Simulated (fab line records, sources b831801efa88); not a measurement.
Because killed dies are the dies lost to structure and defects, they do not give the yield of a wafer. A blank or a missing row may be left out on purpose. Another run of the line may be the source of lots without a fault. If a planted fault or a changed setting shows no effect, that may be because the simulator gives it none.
fab line records | flow sky130
record lots=6 | wafers=16 | last-day=50
route steps=708 shown VT_ADJUST_LVTN@110 VT_ADJUST_NCORE@119 PAD_OPEN@708
lots that met no fault: taken from a fault-free run of the same line
start-h: the number of hours between the record's first day and the start of the first shown wafer of the lot | wait-h: how many hours have passed since the lot's step before this one | " same as the row above | L1.1+2: a row that stands for several wafers | - no value, or no start given | * or withheld: withheld | < > ~ a bound
route shown NAME@n: a module of which the file shows steps, and the number in the route of the first | usual: the fault-free wafers' mean and standard deviation | same: alike in all rows | chamber/n: place in a boat | sites: the reading at each site | _std_site: the standard deviation of these | _edge_site: inner sites' mean taken away from outer sites' mean | radius-mm: for every site, how far away it sits from the centre of the wafer | mask NAME#n: copy n | behind: the tool/chamber that last shaped the wafer | hold: why the lot went on hold/how many hours it stayed there/how the hold came to an end | device: transistor that didn't switch, given as n, p or np | end of line: tests of these same wafers at the route's end | step lacking rows: just its recipe | killed: at the first sort, the dies lost to defects and structure; wafer yield is something else | map: shows each die of a wafer: x if killed, . if not, _ if none is there
set.NAME: the setting as run; set.NAME@STEP: as run at that earlier step | model.NAME: the simulator's own value behind a step, which no gauge read
a table for each step, a row for each wafer; lots at some steps of the route
services: from which hour (start-h, from the record's first day; less than 0 if before it) a tool's chamber was out of use, for how many hours, and why
## steps
# step SKY_VT_ADJUST_LVTN_COAT_13
# recipe resist=NOVOLAK | spin-rpm=3000 | resist-thk-nm=1140
# step SKY_VT_ADJUST_LVTN_SOFTBAKE_14
# recipe temp-c=90 | time-s=60 | resist=NOVOLAK
# step SKY_VT_ADJUST_LVTN_EXPOSE_15
# recipe mask-id=HVN_STD_DERIVED | na=0.6 | source-shape=conventional | sigma-outer=0.6 | polarization=unpolarized | target-cd-nm=600 | dose-mj=163
# step SKY_VT_ADJUST_LVTN_PEB_16
# recipe temp-c=withheld | time-s=* | resist=NOVOLAK
# step SKY_VT_ADJUST_LVTN_DEVELOP_17
# recipe resist=NOVOLAK | developer=TMAH | develop-time-s=60 | dev-temp-c=23
# step SKY_VT_ADJUST_LVTN_OVL_MEAS_18
# usual VT_ADJUST_LVTN_01_OVL=-0.3/1.3
lot.wafer | tool       | chamber | start-h | wait-h | VT_ADJUST_LVTN_01_OVL[nm]
L152.1    | overlay-01 | -       | 213.58  | 0.1    | 0.7
L152.3    | "          | -       | "       | "      | 1.0
L154.3    | overlay-02 | -       | 226.04  | 0.1    | -2.8
L154.5    | "          | -       | "       | "      | -3.1
L161.1    | overlay-01 | -       | 277.78  | 0.1    | 2.6
L161.2    | "          | -       | "       | "      | 1.6
L161.5    | "          | -       | "       | "      | 1.2
L164.3    | overlay-02 | -       | 294.74  | 0.1    | 1.6
L164.5    | "          | -       | "       | "      | 0.8
L164.6    | "          | -       | "       | "      | -0.3
L166.3    | overlay-02 | -       | 310.09  | 0.1    | -0.7
L166.5    | "          | -       | "       | "      | -1.3
L166.6    | "          | -       | "       | "      | 1.6
L167.1    | overlay-01 | -       | 318.29  | 0.1    | 1.2
L167.3    | "          | -       | "       | "      | -0.4
L167.6    | "          | -       | "       | "      | -0.7
# step SKY_VT_ADJUST_LVTN_IMPLANT_19
# recipe species=B | energy-kev=30 | dose-cm2=6.5e+11 | tilt-deg=withheld
# step SKY_VT_ADJUST_LVTN_STRIP_20
# recipe chemistry=O2/N2 | power-w=1400 | pressure-mtorr=1500 | platen-temp-c=withheld | o2-flow-sccm=3000 | n2-flow-sccm=300 | overash-fraction=0.5
# usual drypump-motor-current-A=5.56/0.18 | oes-product-au=0.715/0.0043 | strip-time-to-endpoint-s=14.19/0.043
lot.wafer | tool            | chamber | start-h | wait-h | drypump-motor-current-A | oes-product-au | rf-hours-counter-h | strip-time-to-endpoint-s
L152.1    | plasma-asher-02 | 1       | 213.76  | 0.1    | 5.59                    | 0.711          | 39                 | 14.18
L152.3    | "               | 0       | "       | "      | 5.36                    | 0.718          | -                  | 14.15
L154.3    | plasma-asher-02 | 1       | 226.25  | 0.1    | 5.58                    | 0.720          | -                  | 14.27
L154.5    | "               | 1       | "       | "      | 5.61                    | 0.715          | -                  | 14.21
L161.1    | plasma-asher-04 | 0       | 277.96  | 0.1    | 5.70                    | 0.722          | 16                 | 14.19
L161.2    | "               | 1       | "       | "      | 5.42                    | 0.713          | 16                 | 14.19
L161.5    | "               | 0       | "       | "      | 5.72                    | 0.715          | -                  | 14.18
L164.3    | plasma-asher-04 | 0       | 294.95  | 0.1    | 5.70                    | 0.717          | -                  | 14.22
L164.5    | "               | 0       | "       | "      | 5.68                    | 0.715          | -                  | 14.18
L164.6    | "               | 1       | "       | "      | 5.46                    | 0.716          | -                  | 14.21
L166.3    | plasma-asher-02 | 1       | 310.30  | 0.1    | 5.60                    | 0.709          | -                  | 14.21
L166.5    | "               | 0       | "       | "      | 5.36                    | 0.715          | -                  | 14.23
L166.6    | "               | 1       | "       | "      | 5.58                    | 0.710          | -                  | 14.20
L167.1    | plasma-asher-01 | 0       | 318.47  | 0.1    | 5.47                    | 0.716          | 65                 | 14.23
L167.3    | "               | 1       | "       | "      | 6.00                    | 0.719          | -                  | 14.22
L167.6    | "               | 0       | "       | "      | 5.45                    | 0.711          | -                  | 14.22
# step SKY_VT_ADJUST_LVTN_TW_MEAS_21
# usual VT_ADJUST_LVTN_2_TW=189.0/1.1
lot.wafer | tool          | chamber | start-h | wait-h | VT_ADJUST_LVTN_2_TW
L152.1    | film-metro-03 | -       | 213.86  | 0.1    | 188.8
L152.3    | "             | -       | "       | "      | 187.3
L154.3    | film-metro-04 | -       | 226.33  | 0.1    | 189.8
L154.5    | "             | -       | "       | "      | 189.2
L161.1    | film-metro-01 | -       | 278.06  | 0.1    | 190.4
L161.2    | "             | -       | "       | "      | 190.4
L161.5    | "             | -       | "       | "      | 190.5
L164.3    | film-metro-04 | -       | 295.03  | 0.1    | 190.0
L164.5    | "             | -       | "       | "      | 189.8
L164.6    | "             | -       | "       | "      | 189.0
L166.3    | film-metro-03 | -       | 310.38  | 0.1    | 188.1
L166.5    | "             | -       | "       | "      | 188.7
L166.6    | "             | -       | "       | "      | 187.9
L167.1    | film-metro-01 | -       | 318.57  | 0.1    | 189.1
L167.3    | "             | -       | "       | "      | 189.2
L167.6    | "             | -       | "       | "      | 188.6
# step SKY_VT_ADJUST_NCORE_DEHYDRATE_00
# recipe temp-c=200 | time-s=60
# step SKY_VT_ADJUST_NCORE_HMDS_01
# recipe prime-time-s=60 | prime-temp-c=120
# step SKY_VT_ADJUST_NCORE_COAT_02
# recipe resist=NOVOLAK | spin-rpm=3000 | resist-thk-nm=1140
# step SKY_VT_ADJUST_NCORE_SOFTBAKE_03
# recipe temp-c=90 | time-s=60 | resist=NOVOLAK
# usual chill-plate-temp-C=23.04/0.1 | heater-power-total-W=56.60/0.05 | run-length-s=89.14/0.26
lot.wafer | tool           | chamber | start-h | wait-h | chill-plate-temp-C | heater-power-total-W | run-length-s
L152.1    | litho-track-02 | 0       | 224.13  | 0.1    | 23.05              | 56.61                | 89.16
L152.3    | "              | 0       | "       | "      | 23.06              | 57.07                | 87.59
L154.3    | litho-track-02 | 0       | 238.13  | 0.1    | 22.96              | 57.15                | 87.45
L154.5    | "              | 0       | "       | "      | 22.88              | 57.15                | 87.34
L161.1    | litho-track-04 | 0       | 290.12  | 0.1    | 22.98              | 56.53                | 88.66
L161.2    | "              | 0       | "       | "      | 23.05              | 56.63                | 88.88
L161.5    | "              | 0       | "       | "      | 23.12              | 56.55                | 88.83
L164.3    | litho-track-04 | 0       | 307.17  | 0.1    | 23.12              | 56.50                | 88.65
L164.5    | "              | 0       | "       | "      | 23.10              | 56.53                | 88.95
L164.6    | "              | 0       | "       | "      | 23.07              | 56.59                | 88.79
L166.3    | litho-track-02 | 0       | 322.53  | 0.1    | 23.03              | 56.66                | 89.37
L166.5    | "              | 0       | "       | "      | 23.21              | 56.53                | 89.27
L166.6    | "              | 0       | "       | "      | 23.13              | 56.64                | 89.43
L167.1    | litho-track-03 | 0       | 330.99  | 0.1    | 23.08              | 56.60                | 89.38
L167.3    | "              | 0       | "       | "      | 23.05              | 56.61                | 89.53
L167.6    | "              | 0       | "       | "      | 23.21              | 56.53                | 89.20
# step SKY_VT_ADJUST_NCORE_EXPOSE_04
# recipe mask-id=LVTN_COMPLEMENT_THIN | na=0.6 | source-shape=conventional | sigma-outer=0.6 | polarization=unpolarized | target-cd-nm=380 | dose-mj=139
# step SKY_PAD_OPEN_PROBE_99
# usual killed_at_M0_to_M3=43/6.5 | killed_at_M4_up=3.2/1.8 | killed-at-contacts=26/5.2 | killed-at-front-end=16/4.8 | killed-at-other=0.3/0.6 | killed-dies=89/9.6 | killed-open=48/7.1 | killed-short=40/6.4
# same gross-dies=492 | killed-at-back-side=0
lot.wafer | tool      | chamber | start-h | wait-h | killed_at_M0_to_M3 | killed_at_M4_up | killed-at-contacts | killed-at-front-end | killed-at-other | killed-dies | killed-open | killed-short
L152.3    | prober-01 | -       | 1119.34 | 0.2    | 36                 | 5               | 31                 | 15                  | 1               | 88          | 48          | 39
L154.3    | prober-01 | -       | 1134.54 | 0.2    | 45                 | 10              | 21                 | 15                  | 0               | 91          | 53          | 38
L154.5    | prober-01 | -       | 1134.64 | 0.2    | 49                 | 4               | 18                 | 12                  | 1               | 84          | 47          | 37
L164.3    | prober-01 | -       | 1183.06 | 0.2    | 52                 | 2               | 31                 | 24                  | 0               | 109         | 66          | 43
L164.5    | prober-01 | -       | 1183.16 | 0.2    | 45                 | 5               | 29                 | 17                  | 0               | 96          | 52          | 44
L164.6    | prober-01 | -       | 1183.21 | 0.2    | 46                 | 2               | 27                 | 18                  | 0               | 93          | 48          | 45
L166.3    | prober-01 | -       | 1192.20 | 0.2    | 51                 | 4               | 30                 | 21                  | 1               | 107         | 62          | 44
L166.5    | prober-01 | -       | 1192.30 | 0.2    | 57                 | 3               | 15                 | 17                  | 2               | 94          | 45          | 49
L166.6    | prober-01 | -       | 1192.35 | 0.2    | 41                 | 2               | 26                 | 15                  | 2               | 86          | 50          | 35
# killed by level:class
L152.3 CONTACT:geometric-particle:open=11 VIA2:geometric-particle:open=8 LI_CONTACT:geometric-particle:open=7 VIA3:geometric-particle:open=6 LOCAL_INTERCONNECT:geometric-particle:short=5 CONTACT:geometric-particle:short=5 VIA1:geometric-particle:open=5 POLY_GATE:geometric-particle:short=4
L154.3 VIA2:geometric-particle:open=12 VIA1:geometric-particle:open=10 METAL4:geometric-particle:short=7 LI_CONTACT:geometric-particle:open=5 LOCAL_INTERCONNECT:geometric-particle:short=5 CONTACT:geometric-particle:open=5 FIELD_ISO:geometric-particle:open=4 POLY_GATE:geometric-particle:short=4
L154.5 CONTACT:geometric-particle:open=10 VIA1:geometric-particle:open=9 VIA3:geometric-particle:open=7 VIA3:geometric-particle:short=6 METAL2:geometric-particle:short=5 METAL1:geometric-particle:short=5 VIA1:geometric-particle:short=5 LI_CONTACT:geometric-particle:open=4
L164.3 CONTACT:geometric-particle:open=16 VIA1:geometric-particle:open=12 VIA2:geometric-particle:open=10 FIELD_ISO:geometric-particle:open=8 LI_CONTACT:geometric-particle:open=6 VIA1:geometric-particle:short=6 VIA2:geometric-particle:short=6 POLY_GATE:geometric-particle:open=5
L164.5 LI_CONTACT:geometric-particle:open=9 METAL1:geometric-particle:short=9 VIA3:geometric-particle:open=8 CONTACT:geometric-particle:open=7 VIA1:geometric-particle:open=7 FIELD_ISO:geometric-particle:open=6 LOCAL_INTERCONNECT:geometric-particle:short=5 FIELD_ISO:geometric-particle:short=4
L164.6 CONTACT:geometric-particle:open=10 VIA1:geometric-particle:open=8 METAL1:geometric-particle:short=6 METAL3:geometric-particle:short=6 FIELD_ISO:geometric-particle:short=5 CONTACT:geometric-particle:short=5 VIA2:geometric-particle:open=5 LI_CONTACT:geometric-particle:open=4
L166.3 CONTACT:geometric-particle:open=17 VIA1:geometric-particle:open=9 LI_CONTACT:geometric-particle:open=8 VIA3:geometric-particle:open=8 FIELD_ISO:geometric-particle:short=7 VIA1:geometric-particle:short=6 VIA2:geometric-particle:open=6 METAL1:geometric-particle:short=5
L166.5 VIA1:geometric-particle:open=14 CONTACT:geometric-particle:open=9 METAL2:geometric-particle:short=9 VIA1:geometric-particle:short=8 VIA2:geometric-particle:open=6 METAL1:geometric-particle:short=6 VIA3:geometric-particle:short=6 POLY_GATE:geometric-particle:short=5
L166.6 VIA1:geometric-particle:open=16 CONTACT:geometric-particle:open=12 METAL2:geometric-particle:short=7 FIELD_ISO:geometric-particle:open=6 LI_CONTACT:geometric-particle:open=6 LOCAL_INTERCONNECT:geometric-particle:short=5 METAL1:geometric-particle:short=4 VIA3:geometric-particle:open=4
## services
tool            | chamber | start-h | hours | kind
plasma-asher-02 | -       | 197.42  | 2.8   | pm
plasma-asher-01 | -       | 206.80  | 1.6   | repair
plasma-asher-04 | -       | 231.82  | 2.7   | repair
litho-track-03  | -       | 276.60  | -     | consumable-replace:filter
## key
first-sign step=SKY_VT_ADJUST_NCORE_SOFTBAKE_03 | reading=heater-power-total-W | direction=up | sigmas=11 | usual=* | struck=*
effect step=SKY_VT_ADJUST_NCORE_SOFTBAKE_03 | reading=run-length-s | direction=down | sigmas=6.3 | usual=* | struck=*
met-at SKY_VT_ADJUST_NCORE_SOFTBAKE_03
struck-wafers L152.3,L154.3,L154.5
tester-left-out L152,L154
fault kind=process-parameter-drift | tool=litho-track-02 | chamber=- | onset-h=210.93 | steps=SKY_VT_ADJUST_NCORE_SOFTBAKE_03 | channel=time-s | offset=* | shape=step | end-h=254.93 | scope=struck-wafers-only | acts-in=* | stated=*
# tester-left-out: of these lots the tester's yield and bins aren't shown, on N5 and GAA mostly nor the transistor test; their killed dies are dies lost to structure and defects alone, not to doping, threshold or leakage, so they don't give the yield
